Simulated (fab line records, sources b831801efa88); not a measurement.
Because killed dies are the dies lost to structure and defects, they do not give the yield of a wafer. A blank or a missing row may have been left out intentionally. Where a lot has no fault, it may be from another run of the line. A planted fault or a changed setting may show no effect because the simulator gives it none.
fab line records	flow sfq-line
[record] lots = 14	wafers = 42	last-day = 97
route steps=325 shown I1@80 M2@98 M3@120
lots with no fault: from the same line, run without faults
start-h: hours from the record's first day to the start of the lot's first wafer shown	wait-h: hours from the lot's prior step to this one	" as in the row above	L1.1+2: one row covering several wafers at once	- no value, or no start given	* or withheld: withheld	< > ~ a bound
route shown NAME@n: a module of which the file shows steps, and the number in the route of the first	usual: mean/standard deviation taken from wafers without a fault	same: alike in all rows	chamber/n: place in a boat	sites: readings site by site	_std_site: the standard deviation of these	_edge_site: inner sites' mean taken away from outer sites' mean	radius-mm: how far each site lies from the wafer's centre	mask NAME#n: copy n	behind: the last tool/chamber to shape the wafer	hold: why the lot was held/for how many hours/how that ended	device: the transistor (n, p or np) that didn't switch	end of line: the same wafers' tests at the end of the route	step lacking rows: just its recipe	killed: count of dies lost to structure and defects at first sort (not the wafer's yield)	map: shows each die of a wafer: x if killed, . if not, _ if none is there
set.NAME: the setting the step ran with; set.NAME@STEP: the setting that earlier step ran with	model.NAME: the simulator's own value behind a step, which no gauge read
one table for each step of the route and one row for each wafer, over a sample of lots
services: when a tool's chamber went out of use (start-h, in hours from the record's first day, below 0 if earlier), for how many hours, and the reason
[[steps]]
[step SFQ_TRILAYER_I1_VIA_LITHO_EXPOSE_050]
[recipe] mask-id = I1	na = 0.6	source-shape = conventional	sigma-outer = 0.65	target-cd-nm = 500	dose-mj = 21.3
[same] na = 0.6
lot.wafer	tool	chamber	start-h	wait-h	mask
L123.1+2+5	krf-scanner-02	0	769.56	-	I1#0
L127.3+4+6	krf-scanner-02	0	817.97	-	I1#0
L128.1+4+5	krf-scanner-02	0	834.37	-	I1#0
L129.1+3+6	krf-scanner-01	0	842.72	-	I1#0
L130.3+4+6	krf-scanner-01	0	862.32	-	I1#0
L131.3+4+5	krf-scanner-01	0	871.92	-	I1#0
L132.1+2+3	krf-scanner-01	0	879.92	-	I1#0
L133.3+5+6	krf-scanner-01	0	887.52	-	I1#0
L135.1+2+4	krf-scanner-02	0	906.44	-	I1#0
L136.3+4+5	krf-scanner-02	0	915.24	-	I1#0
L142.2+5+6	krf-scanner-01	0	971.88	-	I1#0
L143.3+4+5	krf-scanner-01	0	974.48	-	I1#0
L145.1+5+6	krf-scanner-02	0	995.67	-	I1#0
L146.1+4+6	krf-scanner-02	0	1002.87	-	I1#0
[step SFQ_I1_OVL_MEAS_913]
[usual] I1_OVL = -1/4.8
lot.wafer	tool	chamber	start-h	wait-h	I1_OVL[nm]
L123.1	overlay-01	-	771.06	0.1	-5
L123.2	"	-	"	"	-3
L123.5	"	-	"	"	-4
L127.3	overlay-01	-	819.09	0.1	-1
L127.4	"	-	"	"	-4
L127.6	"	-	"	"	-3
L128.1	overlay-02	-	835.87	0.1	4
L128.4	"	-	"	"	0
L128.5	"	-	"	"	-3
L129.1	overlay-01	-	844.22	0.1	1
L129.3	"	-	"	"	1
L129.6	"	-	"	"	-8
L130.3	overlay-01	-	863.43	0.1	-6
L130.4	"	-	"	"	-1
L130.6	"	-	"	"	-2
L131.3	overlay-01	-	873.03	0.1	7
L131.4	"	-	"	"	-1
L131.5	"	-	"	"	0
L132.1	overlay-01	-	881.42	0.1	1
L132.2	"	-	"	"	1
L132.3	"	-	"	"	3
L133.3	overlay-01	-	888.63	0.1	1
L133.5	"	-	"	"	9
L133.6	"	-	"	"	3
L135.1	overlay-02	-	907.94	0.1	-2
L135.2	"	-	"	"	-4
L135.4	"	-	"	"	-7
L136.3	overlay-01	-	916.35	0.1	2
L136.4	"	-	"	"	6
L136.5	"	-	"	"	3
L142.2	overlay-01	-	973.18	0.1	106
L142.5	"	-	"	"	107
L142.6	"	-	"	"	109
L143.3	overlay-02	-	975.59	0.1	113
L143.4	"	-	"	"	109
L143.5	"	-	"	"	107
L145.1	overlay-02	-	997.17	0.1	2
L145.5	"	-	"	"	6
L145.6	"	-	"	"	2
L146.1	overlay-02	-	1004.37	0.1	-11
L146.4	"	-	"	"	1
L146.6	"	-	"	"	1
[step SFQ_TRILAYER_I1_VIA_BARC_OPEN_VIA_ETCH_071]
[recipe] mask-material = PR	chemistry = O2	target-depth-nm = 125	target = BARC	source-w = 500	bias-w = 80	pressure-mtorr = 30	time-s = 41.7
[usual] bias-w = 80.00/0.23	chamber-pressure-mTorr = 30.00/0.03	drypump-motor-current-A = 5.9/0.51	oes-product-au = 0.685/0.0044
lot.wafer	tool	chamber	start-h	wait-h	bias-w	chamber-pressure-mTorr	drypump-motor-current-A	oes-product-au	rf-hours-counter-h
L123.1	rie-diel-03	0	771.10	0.0	79.93	29.92	5.6	0.680	15
L123.2	"	1	"	"	80.03	30.06	6.3	0.689	14
L123.5	"	2	"	"	79.79	30.01	6.4	0.685	-
L127.3	rie-diel-01	2	819.11	0.0	79.98	30.00	5.6	0.688	1
L127.4	"	1	"	"	80.51	30.03	6.3	0.683	2
L127.6	"	2	"	"	79.70	30.05	5.6	0.684	-
L128.1	rie-diel-02	1	835.91	0.0	79.82	30.03	6.7	0.687	1
L128.4	"	2	"	"	80.02	30.00	5.7	0.687	2
L128.5	"	2	"	"	80.15	29.94	5.7	0.683	-
L129.1	rie-diel-03	3	844.25	0.0	80.28	29.99	4.8	0.683	5
L129.3	"	1	"	"	80.40	30.00	6.3	0.676	15
L129.6	"	1	"	"	80.17	30.03	6.3	0.690	-
L130.3	rie-diel-01	1	863.45	0.0	80.01	29.96	6.3	0.685	2
L130.4	"	1	"	"	79.93	29.97	6.3	0.676	-
L130.6	"	3	"	"	80.17	30.01	5.8	0.687	-
L131.3	rie-diel-02	0	873.05	0.0	80.31	29.95	6.0	0.688	6
L131.4	"	0	"	"	80.40	29.97	6.0	0.678	-
L131.5	"	3	"	"	80.06	29.97	5.3	0.686	-
L132.1	rie-diel-03	2	881.45	0.0	79.58	29.99	6.4	0.687	8
L132.2	"	0	"	"	79.60	30.00	5.7	0.688	16
L132.3	"	3	"	"	80.13	29.97	4.8	0.677	6
L133.3	rie-diel-03	1	888.65	0.0	79.93	30.02	6.3	0.682	15
L133.5	"	3	"	"	80.06	30.04	4.8	0.687	-
L133.6	"	0	"	"	79.89	29.92	5.6	0.684	-
L135.1	rie-diel-01	2	907.98	0.0	79.97	29.96	5.6	0.682	3
L135.2	"	3	"	"	80.03	29.96	5.8	0.696	6
L135.4	"	0	"	"	79.88	30.00	6.2	0.682	15
L136.3	rie-diel-01	3	916.38	0.0	79.94	29.99	5.8	0.689	7
L136.4	"	0	"	"	80.03	29.95	6.3	0.679	15
L136.5	"	3	"	"	80.02	30.01	5.8	0.682	-
L142.2	rie-diel-02	1	973.21	0.0	79.88	29.97	6.6	0.688	3
L142.5	"	1	"	"	80.51	30.02	6.6	0.685	-
L142.6	"	2	"	"	80.10	29.94	5.8	0.683	-
L143.3	rie-diel-01	1	975.61	0.0	79.77	30.06	6.2	0.681	4
L143.4	"	2	"	"	80.26	29.96	5.6	0.684	4
L143.5	"	0	"	"	80.29	30.00	6.3	0.679	-
L145.1	rie-diel-02	3	997.21	0.0	79.72	29.94	5.3	0.689	15
L145.5	"	2	"	"	80.18	30.01	5.8	0.688	-
L145.6	"	3	"	"	79.38	29.99	5.3	0.690	-
L146.1	rie-diel-01	3	1004.41	0.0	79.99	30.01	5.8	0.687	8
L146.4	"	1	"	"	79.77	30.02	6.3	0.681	5
L146.6	"	3	"	"	79.83	30.01	5.8	0.681	-
[step SFQ_M2_OVL_MEAS_916]
[usual] M2_OVL = 0/6.2
lot.wafer	tool	chamber	start-h	wait-h	M2_OVL[nm]
L123.1	overlay-01	-	778.36	0.1	4
L123.2	"	-	"	"	-2
L123.5	"	-	"	"	-6
L127.3	overlay-02	-	969.59	0.1	-10
L127.4	"	-	"	"	-6
L127.6	"	-	"	"	-8
L128.1	overlay-02	-	986.64	0.1	7
L128.4	"	-	"	"	4
L128.5	"	-	"	"	5
L129.1	overlay-01	-	1000.77	0.1	4
L129.3	"	-	"	"	1
L129.6	"	-	"	"	-4
L130.3	overlay-01	-	1019.98	0.1	-9
L130.4	"	-	"	"	-7
L130.6	"	-	"	"	-3
L131.3	overlay-02	-	1027.18	0.1	-7
L131.4	"	-	"	"	-2
L131.5	"	-	"	"	-6
L132.1	overlay-01	-	1034.37	0.1	2
L132.2	"	-	"	"	-7
L132.3	"	-	"	"	1
L133.3	overlay-02	-	1040.38	0.1	-11
L133.5	"	-	"	"	-1
L133.6	"	-	"	"	2
L135.1	overlay-02	-	1060.77	0.1	5
L135.2	"	-	"	"	0
L135.4	"	-	"	"	5
L136.3	overlay-02	-	1071.33	0.1	-5
L136.4	"	-	"	"	0
L136.5	"	-	"	"	-10
L142.2	overlay-02	-	1127.46	0.1	14
L142.5	"	-	"	"	3
L142.6	"	-	"	"	11
L143.3	overlay-02	-	1129.31	0.1	-4
L143.4	"	-	"	"	0
L143.5	"	-	"	"	2
L145.1	overlay-02	-	1150.90	0.1	6
L145.5	"	-	"	"	6
L145.6	"	-	"	"	15
L146.1	overlay-02	-	1158.10	0.1	2
L146.4	"	-	"	"	-1
L146.6	"	-	"	"	-3
[step SFQ_M3_RS_MEAS_919]
[recipe] thk-meas-gauge = four-point-probe	reads = Nb_of_TRILAYER_M3_DEP_SPUTTER_073
[usual] M3_NB_RS = 0.873/0.0074
lot.wafer	tool	chamber	start-h	wait-h	M3_NB_RS[ohm/sq]
L123.1	film-metro-01	-	935.43	0.0	0.868
L123.2	"	-	"	"	0.871
L123.5	"	-	"	"	0.873
L127.3	film-metro-03	-	991.63	0.1	0.885
L127.4	"	-	"	"	0.877
L127.6	"	-	"	"	0.877
L128.1	film-metro-02	-	999.30	0.0	0.879
L128.4	"	-	"	"	0.870
L128.5	"	-	"	"	0.869
L129.1	film-metro-02	-	1009.50	0.0	0.858
L129.3	"	-	"	"	0.866
L129.6	"	-	"	"	0.864
L130.3	film-metro-03	-	1029.94	0.1	0.862
L130.4	"	-	"	"	0.861
L130.6	"	-	"	"	0.857
L131.3	film-metro-01	-	1038.96	0.1	0.878
L131.4	"	-	"	"	0.874
L131.5	"	-	"	"	0.882
L132.1	film-metro-03	-	1043.12	0.0	0.875
L132.2	"	-	"	"	0.875
L132.3	"	-	"	"	0.881
L133.3	film-metro-02	-	1049.74	0.1	0.876
L133.5	"	-	"	"	0.867
L133.6	"	-	"	"	0.872
L135.1	film-metro-02	-	1069.65	0.0	0.880
L135.2	"	-	"	"	0.888
L135.4	"	-	"	"	0.880
L136.3	film-metro-02	-	1080.24	0.1	0.880
L136.4	"	-	"	"	0.872
L136.5	"	-	"	"	0.879
L142.2	film-metro-01	-	1278.63	0.1	0.877
L142.5	"	-	"	"	0.875
L142.6	"	-	"	"	0.861
L143.3	film-metro-02	-	1282.25	0.1	0.869
L143.4	"	-	"	"	0.872
L143.5	"	-	"	"	0.872
L145.1	film-metro-01	-	1306.00	0.0	0.869
L145.5	"	-	"	"	0.867
L145.6	"	-	"	"	0.871
L146.1	film-metro-03	-	1312.00	0.0	0.867
L146.4	"	-	"	"	0.870
L146.6	"	-	"	"	0.878
[[services]]
tool	chamber	start-h	hours	kind
krf-scanner-01	-	761.04	4.4	pm
rie-diel-01	-	763.01	0.3	repair
krf-scanner-01	-	765.41	1.0	pm
rie-diel-01	3	766.69	6.2	repair
krf-scanner-01	-	771.19	4.0	pm
krf-scanner-02	-	775.56	1.3	pm
krf-scanner-01	-	787.21	7.2	pm
rie-diel-01	-	788.87	0.5	repair
krf-scanner-02	-	794.97	1.0	pm
krf-scanner-01	-	825.45	0.8	pm
krf-scanner-02	-	841.39	5.0	repair
rie-diel-01	2	860.74	11.6	repair
rie-diel-01	1	877.38	6.2	repair
krf-scanner-02	-	891.42	0.8	pm
krf-scanner-01	-	894.32	1.3	pm
krf-scanner-01	-	933.30	1.0	pm
krf-scanner-02	-	948.44	1.3	pm
krf-scanner-01	-	953.55	3.6	repair
krf-scanner-02	-	963.27	1.0	pm
krf-scanner-01	-	963.46	0.5	repair
krf-scanner-02	-	970.03	3.6	pm
krf-scanner-01	-	983.81	4.0	repair
krf-scanner-02	-	988.56	3.5	repair
krf-scanner-01	-	995.01	0.8	pm
[[key]]
[first-sign] step = SFQ_I1_OVL_MEAS_913	reading = I1_OVL	direction = up	sigmas = 23	usual = -1	struck = 109
effect none on later readings
met-at SFQ_TRILAYER_I1_VIA_LITHO_EXPOSE_050
struck-lots L142,L143
not-acting-at SFQ_TRILAYER_I1_VIA_BARC_OPEN_VIA_ETCH_071,SFQ_M2_OVL_MEAS_916,SFQ_M3_RS_MEAS_919
onset-between 887.52 971.88
[fault] kind = scanner-matching-overlay	tool = krf-scanner-01	chamber = -	onset-h = 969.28	steps = SFQ_TRILAYER_I1_VIA_LITHO_EXPOSE_050	offset = 108.78
